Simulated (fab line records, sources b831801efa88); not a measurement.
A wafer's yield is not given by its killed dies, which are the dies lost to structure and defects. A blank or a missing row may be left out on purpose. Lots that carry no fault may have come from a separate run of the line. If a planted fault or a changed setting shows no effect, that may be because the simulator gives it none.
Which of the tools did it? / flow sky130 / 12 lots with 36 wafers sampled at 5 steps, on a route of 708 steps

== WHAT THE GAUGES READ, wafer by wafer ==
SKY_FIELD_ISO_THK_MEAS_04.
lot=L830; measured=day 1 17:03; on=film_metro-03; FIELD_ISO_CVD_03_THK (nm)=162.4 163.5 164.0
lot=L831; measured=day 1 21:23; on=film_metro-03; FIELD_ISO_CVD_03_THK (nm)=164.6 163.9 164.2
lot=L837; measured=day 3 01:41; on=film_metro-02; FIELD_ISO_CVD_03_THK (nm)=165.3 164.6 165.5
lot=L840; measured=day 3 17:35; on=film_metro-02; FIELD_ISO_CVD_03_THK (nm)=164.1 162.7 160.9
lot=L842; measured=day 4 01:30; on=film_metro-02; FIELD_ISO_CVD_03_THK (nm)=163.0 162.4 163.0
lot=L843; measured=day 4 08:58; on=film_metro-02; FIELD_ISO_CVD_03_THK (nm)=166.0 166.0 165.2
lot=L844; measured=day 4 11:30; on=film_metro-03; FIELD_ISO_CVD_03_THK (nm)=161.3 162.2 161.2
lot=L847; measured=day 5 04:38; on=film_metro-03; FIELD_ISO_CVD_03_THK (nm)=163.8 164.2 163.7
lot=L848; measured=day 5 08:58; on=film_metro-03; FIELD_ISO_CVD_03_THK (nm)=164.1 164.3 164.0
lot=L849; measured=day 5 15:01; on=film_metro-03; FIELD_ISO_CVD_03_THK (nm)=164.6 164.9 164.2
lot=L851; measured=day 5 23:26; on=film_metro-03; FIELD_ISO_CVD_03_THK (nm)=167.2 165.7 165.2
lot=L853; measured=day 6 10:13; on=film_metro-02; FIELD_ISO_CVD_03_THK (nm)=163.9 163.4 163.1

SKY_CONTACT_RS_MEAS_25: measurement is done with a four-point probe.
lot=L830; measured=day 32 07:53; on=film_metro-03; CONTACT_W_RS (ohm/sq)=0.333 0.337 0.333
lot=L831; measured=day 32 08:33; on=film_metro-04; CONTACT_W_RS (ohm/sq)=0.339 0.341 0.335
lot=L837; measured=day 34 00:49; on=film_metro-02; CONTACT_W_RS (ohm/sq)=0.332 0.344 0.344
lot=L840; measured=day 35 00:01; on=film_metro-02; CONTACT_W_RS (ohm/sq)=0.335 0.342 0.340
lot=L842; measured=day 35 10:28; on=film_metro-04; CONTACT_W_RS (ohm/sq)=0.335 0.342 0.337
lot=L843; measured=day 36 01:36; on=film_metro-04; CONTACT_W_RS (ohm/sq)=0.336 0.340 0.341
lot=L844; measured=day 36 02:42; on=film_metro-02; CONTACT_W_RS (ohm/sq)=0.341 0.343 0.341
lot=L847; measured=day 36 23:07; on=film_metro-02; CONTACT_W_RS (ohm/sq)=0.343 0.340 0.335
lot=L848; measured=day 37 13:10; on=film_metro-03; CONTACT_W_RS (ohm/sq)=0.338 0.330 0.334
lot=L849; measured=day 37 23:07; on=film_metro-02; CONTACT_W_RS (ohm/sq)=0.340 0.332 0.340
lot=L851; measured=day 38 21:29; on=film_metro-02; CONTACT_W_RS (ohm/sq)=0.340 0.331 0.336
lot=L853; measured=day 39 14:52; on=film_metro-03; CONTACT_W_RS (ohm/sq)=0.336 0.338 0.337

== WHAT TOOL EACH LOT RAN ON (gives the tool, then ch and the chambers of the sampled wafers, and finally the start) ==
lot=L830; SKY_FIELD_ISO_COAT_07=litho_track-01 ch 0, day 1 23:50; SKY_FIELD_ISO_ETCH_14=rie_diel-02 ch 0,1,3, day 2 07:48; SKY_LI_CONTACT_SPUTTER_19=pvd_sputter-01, day 29 21:01
lot=L831; SKY_FIELD_ISO_COAT_07=litho_track-01 ch 0, day 2 04:22; SKY_FIELD_ISO_ETCH_14=rie_diel-02 ch 0,3, day 2 12:36; SKY_LI_CONTACT_SPUTTER_19=pvd_sputter-04, day 29 21:22
lot=L837; SKY_FIELD_ISO_COAT_07=litho_track-01 ch 0, day 3 08:41; SKY_FIELD_ISO_ETCH_14=rie_diel-03 ch 0,1,2, day 3 17:18; SKY_LI_CONTACT_SPUTTER_19=pvd_sputter-04, day 31 15:25
lot=L840; SKY_FIELD_ISO_COAT_07=litho_track-04 ch 0, day 4 01:37; SKY_FIELD_ISO_ETCH_14=rie_diel-03 ch 0,2,3, day 4 10:54; SKY_LI_CONTACT_SPUTTER_19=pvd_sputter-01, day 32 14:55
lot=L842; SKY_FIELD_ISO_COAT_07=litho_track-04 ch 0, day 4 09:23; SKY_FIELD_ISO_ETCH_14=rie_diel-03 ch 0,1,3, day 4 18:25; SKY_LI_CONTACT_SPUTTER_19=pvd_sputter-04, day 33 02:13
lot=L843; SKY_FIELD_ISO_COAT_07=litho_track-02 ch 0, day 4 17:40; SKY_FIELD_ISO_ETCH_14=rie_diel-01 ch 0,2, day 5 01:54; SKY_LI_CONTACT_SPUTTER_19=pvd_sputter-04, day 33 19:20
lot=L844; SKY_FIELD_ISO_COAT_07=litho_track-02 ch 0, day 4 19:47; SKY_FIELD_ISO_ETCH_14=rie_diel-02 ch 0,2,3, day 5 04:48; SKY_LI_CONTACT_SPUTTER_19=pvd_sputter-03, day 33 19:34
lot=L847; SKY_FIELD_ISO_COAT_07=litho_track-02 ch 0, day 5 13:25; SKY_FIELD_ISO_ETCH_14=rie_diel-02 ch 0,2,3, day 5 23:09; SKY_LI_CONTACT_SPUTTER_19=pvd_sputter-04, day 34 16:31
lot=L848; SKY_FIELD_ISO_COAT_07=litho_track-04 ch 0, day 5 17:23; SKY_FIELD_ISO_ETCH_14=rie_diel-01 ch 0,2,3, day 6 03:27; SKY_LI_CONTACT_SPUTTER_19=pvd_sputter-03, day 35 06:19
lot=L849; SKY_FIELD_ISO_COAT_07=litho_track-02 ch 0, day 5 23:59; SKY_FIELD_ISO_ETCH_14=rie_diel-03 ch 0,1,2, day 6 09:54; SKY_LI_CONTACT_SPUTTER_19=pvd_sputter-03, day 35 15:43
lot=L851; SKY_FIELD_ISO_COAT_07=litho_track-01 ch 0, day 6 08:41; SKY_FIELD_ISO_ETCH_14=rie_diel-03 ch 2,3, day 6 18:58; SKY_LI_CONTACT_SPUTTER_19=pvd_sputter-03, day 36 15:14
lot=L853; SKY_FIELD_ISO_COAT_07=litho_track-04 ch 0, day 6 19:32; SKY_FIELD_ISO_ETCH_14=rie_diel-03 ch 0,2, day 7 05:16; SKY_LI_CONTACT_SPUTTER_19=pvd_sputter-04, day 37 08:23
- SKY_FIELD_ISO_COAT_07: resist thk 60 nm.
- SKY_FIELD_ISO_ETCH_14: etches BARC in N2/H2, stops on SiO2, time 45.9 s, target depth 60 nm.
- SKY_LI_CONTACT_SPUTTER_19: material Ti, target thk 20 nm, time 106.37 s.

== WHAT THE TOOLS THEMSELVES READ (means of the sampled wafers that have a number; where no wafer has one, the mark that the record gives instead) ==
SKY_FIELD_ISO_COAT_07.
lot=L830; tool=litho_track-01; spin_speed_rpm (rpm)=2998.6
lot=L831; tool=litho_track-01; spin_speed_rpm (rpm)=3000.6
lot=L837; tool=litho_track-01; spin_speed_rpm (rpm)=3001.5
lot=L840; tool=litho_track-04; spin_speed_rpm (rpm)=3001.6
lot=L842; tool=litho_track-04; spin_speed_rpm (rpm)=2997.9
lot=L843; tool=litho_track-02; spin_speed_rpm (rpm)=3000.2
lot=L844; tool=litho_track-02; spin_speed_rpm (rpm)=3001.8
lot=L847; tool=litho_track-02; spin_speed_rpm (rpm)=3154.5
lot=L848; tool=litho_track-04; spin_speed_rpm (rpm)=3000.3
lot=L849; tool=litho_track-02; spin_speed_rpm (rpm)=3157.2
lot=L851; tool=litho_track-01; spin_speed_rpm (rpm)=3000.4
lot=L853; tool=litho_track-04; spin_speed_rpm (rpm)=2998.9

SKY_FIELD_ISO_ETCH_14.
lot=L830; tool=rie_diel-02; chamber_pressure_mTorr (mTorr)=30.024; drypump_motor_current_A (A)=5.3; oes_product_au (a.u.)=0.856; throttle_valve_pct (%)=13.223
lot=L831; tool=rie_diel-02; chamber_pressure_mTorr (mTorr)=30.003; drypump_motor_current_A (A)=4.7; oes_product_au (a.u.)=0.852; throttle_valve_pct (%)=13.231
lot=L837; tool=rie_diel-03; chamber_pressure_mTorr (mTorr)=30.003; drypump_motor_current_A (A)=5.9; oes_product_au (a.u.)=0.857; throttle_valve_pct (%)=13.220
lot=L840; tool=rie_diel-03; chamber_pressure_mTorr (mTorr)=29.984; drypump_motor_current_A (A)=6.0; oes_product_au (a.u.)=0.852; throttle_valve_pct (%)=13.230
lot=L842; tool=rie_diel-03; chamber_pressure_mTorr (mTorr)=29.999; drypump_motor_current_A (A)=6.0; oes_product_au (a.u.)=0.853; throttle_valve_pct (%)=13.225
lot=L843; tool=rie_diel-01; chamber_pressure_mTorr (mTorr)=29.985; drypump_motor_current_A (A)=5.7; oes_product_au (a.u.)=0.858; throttle_valve_pct (%)=13.224
lot=L844; tool=rie_diel-02; chamber_pressure_mTorr (mTorr)=29.983; drypump_motor_current_A (A)=5.0; oes_product_au (a.u.)=0.860; throttle_valve_pct (%)=13.230
lot=L847; tool=rie_diel-02; chamber_pressure_mTorr (mTorr)=30.010; drypump_motor_current_A (A)=5.0; oes_product_au (a.u.)=0.842; throttle_valve_pct (%)=13.218
lot=L848; tool=rie_diel-01; chamber_pressure_mTorr (mTorr)=29.970; drypump_motor_current_A (A)=5.5; oes_product_au (a.u.)=0.856; throttle_valve_pct (%)=13.232
lot=L849; tool=rie_diel-03; chamber_pressure_mTorr (mTorr)=29.984; drypump_motor_current_A (A)=5.9; oes_product_au (a.u.)=0.844; throttle_valve_pct (%)=13.216
lot=L851; tool=rie_diel-03; chamber_pressure_mTorr (mTorr)=30.005; drypump_motor_current_A (A)=6.2; oes_product_au (a.u.)=0.855; throttle_valve_pct (%)=13.217
lot=L853; tool=rie_diel-03; chamber_pressure_mTorr (mTorr)=30.000; drypump_motor_current_A (A)=5.8; oes_product_au (a.u.)=0.853; throttle_valve_pct (%)=13.230

SKY_LI_CONTACT_SPUTTER_19.
lot=L830; tool=pvd_sputter-01; throttle_valve_pct (%)=29.8
lot=L831; tool=pvd_sputter-04; throttle_valve_pct (%)=29.7
lot=L837; tool=pvd_sputter-04; throttle_valve_pct (%)=30.4
lot=L840; tool=pvd_sputter-01; throttle_valve_pct (%)=29.6
lot=L842; tool=pvd_sputter-04; throttle_valve_pct (%)=30.4
lot=L843; tool=pvd_sputter-04; throttle_valve_pct (%)=30.8
lot=L844; tool=pvd_sputter-03; throttle_valve_pct (%)=29.2
lot=L847; tool=pvd_sputter-04; throttle_valve_pct (%)=30.1
lot=L848; tool=pvd_sputter-03; throttle_valve_pct (%)=30.0
lot=L849; tool=pvd_sputter-03; throttle_valve_pct (%)=29.8
lot=L851; tool=pvd_sputter-03; throttle_valve_pct (%)=29.9
lot=L853; tool=pvd_sputter-04; throttle_valve_pct (%)=29.7

== THE ANSWER, worked out from the rows above alone ==
Rule: the lots themselves supply what counts as usual. The widest of any qualifying gaps counts: lots, ordered by their means at a reading, are off when they make up no more than a third of the lots, leave a main group of 4 or more, and stand apart from it by 3 or more times the standard deviation of that group's means. A main group is skipped when, at the precision printed for the reading in the tables above, its means are all equal. A lot without any number at a reading at which 4 lots or more have one is off too. Where the step has rows for the other lots, those lots are counted as sound. First the gauges in route order, then the tools' own readings, where a lot's mean is used as printed above. At the first step where some lot is off, the reading lying furthest off is the one used; lots without a number count as furthest.
Off at SKY_FIELD_ISO_COAT_07 (spin_speed_rpm): L847, L849. For the main group the mean is 3000.2 rpm and the standard deviation 1.3.
A tool fits if, at that step or a process step before it, it ran every lot that is off, and no sound lot after the first of them. One candidate fits, namely litho_track-02 at SKY_FIELD_ISO_COAT_07. A fault onset in the window from L844 (day 4 19:47, its last sound lot) to L847 (day 5 13:25, its first lot off) fits.
The tool's own readings at SKY_FIELD_ISO_COAT_07 bear it out: on the lots that are off they differ by more than 5 times the standard deviation of the sound lots' means. spin_speed_rpm reads 3155.8 rpm there against 3000.2 rpm on the sound lots.

== WHAT HAD BEEN PUT IN BY THE SIMULATOR ==
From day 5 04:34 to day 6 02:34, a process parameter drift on litho_track-02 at SKY_FIELD_ISO_COAT_07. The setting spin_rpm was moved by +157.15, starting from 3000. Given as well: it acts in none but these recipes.
Lots struck among those shown: L847, L849. The rule above found the same.
